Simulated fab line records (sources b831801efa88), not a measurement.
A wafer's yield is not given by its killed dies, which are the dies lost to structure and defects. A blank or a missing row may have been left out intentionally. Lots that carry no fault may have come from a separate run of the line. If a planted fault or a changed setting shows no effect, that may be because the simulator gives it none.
Struck lot and sound lot, side by side -- flow sky130 -- 36 steps out of a route of 708
Sound: these wafers, L106.1, L106.2, L106.3. Struck: wafers L113.1, L113.2, L113.6. The cause is given at the end.
At each step with rows: each side's tool, then ch and its chambers, then its first start. Under that, the readings that differ: sound wafers -- struck wafers -- difference of the means -- sigmas: that difference in standard deviations of wafers without a fault.
alike: readings whose means differ by less than 2 such deviations, and words and numbers that are the same on both sides. not compared: withheld readings, readings that some wafer has no value for, bounds like >300 that may hide the same value, and numbers for which the record gives no deviation and whose values overlap.
The two part at a step that has a row with sigmas, a row that says differs or no value, or rows on one side only. Numbers that don't overlap but have no deviation are shown without sigmas and don't part them. A reading that every wafer of one side lacks parts them only if that side has two wafers or more.

first, 9 steps without rows for these wafers: SKY_CAPM_SPUTTER_02 (material TiN, target thk 200 nm, time 166.7 s); SKY_CAPM_DEHYDRATE_05 (time 60 s); SKY_CAPM_HMDS_06 (prime time 60 s); SKY_CAPM_COAT_07 (resist thk 1140 nm); SKY_CAPM_SOFTBAKE_08 (time 60 s); SKY_CAPM_EXPOSE_09 (exposes mask CAPM, target cd 1000 nm); SKY_CAPM_PEB_10; SKY_CAPM_DEVELOP_11 (develop time 60 s); SKY_CAPM_METAL_ETCH_13 (etches TiN in Cl2/BCl3, stops on SiO2, target depth 220 nm, time 62.9 s).
SKY_CAPM_STRIP_14: strips in O2/N2.
  sound on plasma_asher-04 ch 0,1, day 41 06:34; struck on plasma_asher-03 ch 0,1, day 43 08:04
  alike: drypump_motor_current_A, oes_product_au, strip_time_to_endpoint_s
  not compared: rf_hours_counter_h
then, 25 steps without rows for these wafers: SKY_CAPM_STRIP_15 (strips in post etch residue remover, time 1200 s); SKY_CAPM_CLEAN_16 (cleans in IPA, time 180 s); SKY_CAPM_CLEAN_17 (cleans in O3/DIW); SKY_METAL3_DEHYDRATE_05 (time 60 s); SKY_METAL3_HMDS_06 (prime time 60 s); SKY_METAL3_COAT_07 (resist thk 60 nm); SKY_METAL3_COAT_08 (resist thk 1140 nm); SKY_METAL3_SOFTBAKE_09 (time 90 s); SKY_METAL3_EXPOSE_10 (exposes mask MM3, target cd 300 nm); SKY_METAL3_PEB_11; SKY_METAL3_DEVELOP_12 (develop time 58.83 s); SKY_METAL3_DESCUM_15 (chemistry O2, time 8 s); SKY_METAL3_ETCH_16 (etches BARC in N2/H2, stops on SiO2, time 88.2 s, target depth 60 nm); SKY_METAL3_ETCH_17 (etches SiO2 in C4F8/O2/Ar, stops on TiN, time 3.9 s, target depth 15 nm); SKY_METAL3_METAL_ETCH_18 (etches the open film in Cl2/BCl3, stops on SiO2, target depth 845 nm, time 183.1 s); SKY_METAL3_STRIP_19 (strips in O2/N2); SKY_METAL3_STRIP_20 (strips in post etch residue remover, time 1200 s); SKY_METAL3_CLEAN_21 (cleans in IPA, time 180 s); SKY_METAL3_CLEAN_22 (cleans in O3/DIW); SKY_VIA3_HDPCVD_00 (deposits SiO2, target thk 1635 nm, time 272.5 s); SKY_VIA3_CMP_02 (polishes SiO2); SKY_VIA3_DEHYDRATE_04 (time 60 s); SKY_VIA3_HMDS_05 (prime time 60 s); SKY_VIA3_COAT_06 (resist thk 60 nm); SKY_VIA3_COAT_07 (resist thk 450 nm).
-- the record jumps here: 7 days lie between the struck wafers' starts before and after (it left off in module VIA3 and takes up again in module PAD_OPEN, whose first step shown is number 708 of the route) --
SKY_PAD_OPEN_PROBE_99:
  struck on prober-02, day 50 09:14; sound on prober-02, day 48 21:08
reading,sound,struck,difference,sigmas
hold,- - -,await_dispo/1.8h/release await_dispo/1.8h/release await_dispo/1.8h/release,no value on the sound wafers,
defect_limited_yield (%),83.7 81.3 80.9,73.2 76.2 74.2,-7.4,-4
killed_at_other,0 0 1,56 48 50,+51,+80
killed_dies,80 92 94,132 117 127,+37,+4
sort_bin_3_pad_short (%),0.8 0.6 1.0,2.4 2.6 1.8,+1.5,+4
sort_bin_5_function (%),8.3 9.3 10.8,17.1 15.7 15.2,+6.5,+5
sort_n_pass,412 400 398,360 375 365,-37,-4
sort_yield_pct (%),83.7 81.3 80.9,73.2 76.2 74.2,-7.4,-4
model.etest.tester.sort_n_pass,412 400 398,360 375 365,-37,
model.etest.tester.sort_yield_pct (%),83.74 81.3 80.89,73.17 76.22 74.19,-7.45,
model.etest.tester.sort_bin_5_pct (%),8.333 9.35 10.77,17.07 15.65 15.24,+6.50,
model.etest.tester.sort_bin_3_pct (%),0.813 0.6098 1.016,2.439 2.642 1.829,+1.490,
  alike: killed_at_M0_to_M3, killed_at_M4_up, killed_at_contacts, killed_at_front_end, killed_open, killed_short, sort_bin_6_memory

== WHERE THEY PART ==
Only at SKY_PAD_OPEN_PROBE_99, within this record.

WHY: what had been put in by the simulator
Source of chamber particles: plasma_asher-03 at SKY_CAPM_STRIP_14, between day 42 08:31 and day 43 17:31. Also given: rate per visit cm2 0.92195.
